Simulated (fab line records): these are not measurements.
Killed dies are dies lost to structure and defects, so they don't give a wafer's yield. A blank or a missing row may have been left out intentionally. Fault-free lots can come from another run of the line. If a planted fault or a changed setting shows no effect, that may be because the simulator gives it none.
Which of the tools did it? ; flow sky130 ; 18 wafers from 6 lots sampled at 3 of the route's 708 steps

== WHAT THE GAUGES SHOWED, per wafer ==
SKY_VIA1_THK_MEAS_01.
lot;measured;on;VIA1_HDPCVD_THK (nm)
L209;day 33 08:33;filmMetro-03;1039 1040 1029
L212;day 34 10:35;filmMetro-01;1032 1039 1042
L215;day 35 10:38;filmMetro-03;1033 1028 1021
L218;day 36 11:23;filmMetro-01;1048 1039 1045
L224;day 38 04:04;filmMetro-03;1545 1042 1544 1545 1041 1545
L229;day 39 18:05;filmMetro-03;1012 1016 1009

== WHAT TOOL EACH LOT RAN ON (gives the tool, then ch and the chambers of the sampled wafers, and finally the start) ==
lot;SKY_CONTACT_ETCH_17;SKY_VIA1_HDPCVD_00
L209;rieDiel-03 ch 1,2,3, day 32 03:25;hdpcvd-01 ch 0,1, day 33 08:26
L212;rieDiel-01 ch 0,3, day 33 05:49;hdpcvd-02 ch 1,2, day 34 10:26
L215;rieDiel-04 ch 0, day 34 05:38;hdpcvd-01 ch 0,1,2, day 35 10:31
L218;rieDiel-03 ch 0,2,3, day 35 06:41;hdpcvd-02 ch 1,2, day 36 11:16
L224;rieDiel-04 ch 0,1,2, day 36 23:55;hdpcvd-02 ch 0,1, day 38 03:56
L229;rieDiel-01 ch 0,1,2, day 38 15:34;hdpcvd-01 ch 1,2, day 39 17:58
- SKY_CONTACT_ETCH_17: etches SiO2 in C4F8/O2/Ar, stops on Si3N4, target depth 340 nm.
- SKY_VIA1_HDPCVD_00: deposits SiO2, target thk 1030 nm, time 171.7 s.

== THE ANSWER, worked out from the rows above alone ==
Rule: what is usual is taken from the lots themselves. Put in order of their means at a reading, lots are off if they are a third of the lots or fewer, leave a main group of 4 or more, and stand apart from it by a gap of 3 or more times the standard deviation of the main group's means; of several such gaps the widest counts. A main group whose means are all the same, to the digits that the tables above print for the reading, isn't used. A lot without any number at a reading at which 4 lots or more have one is off too. The other lots that the step has rows for count as sound.
Off: at SKY_VIA1_THK_MEAS_01 (VIA1_HDPCVD_THK), L224. For the main group the mean is 1031 nm and the standard deviation 11.
A tool fits if, at a process step before that reading, it ran every lot that is off, and no sound lot after the first of them. The gauges at SKY_VIA1_THK_MEAS_01 are tried like those tools. Undecided on this evidence; 2 tools fit (rieDiel-04 at SKY_CONTACT_ETCH_17, hdpcvd-02 at SKY_VIA1_HDPCVD_00).

== WHAT THE SIMULATOR HAD PUT IN ==
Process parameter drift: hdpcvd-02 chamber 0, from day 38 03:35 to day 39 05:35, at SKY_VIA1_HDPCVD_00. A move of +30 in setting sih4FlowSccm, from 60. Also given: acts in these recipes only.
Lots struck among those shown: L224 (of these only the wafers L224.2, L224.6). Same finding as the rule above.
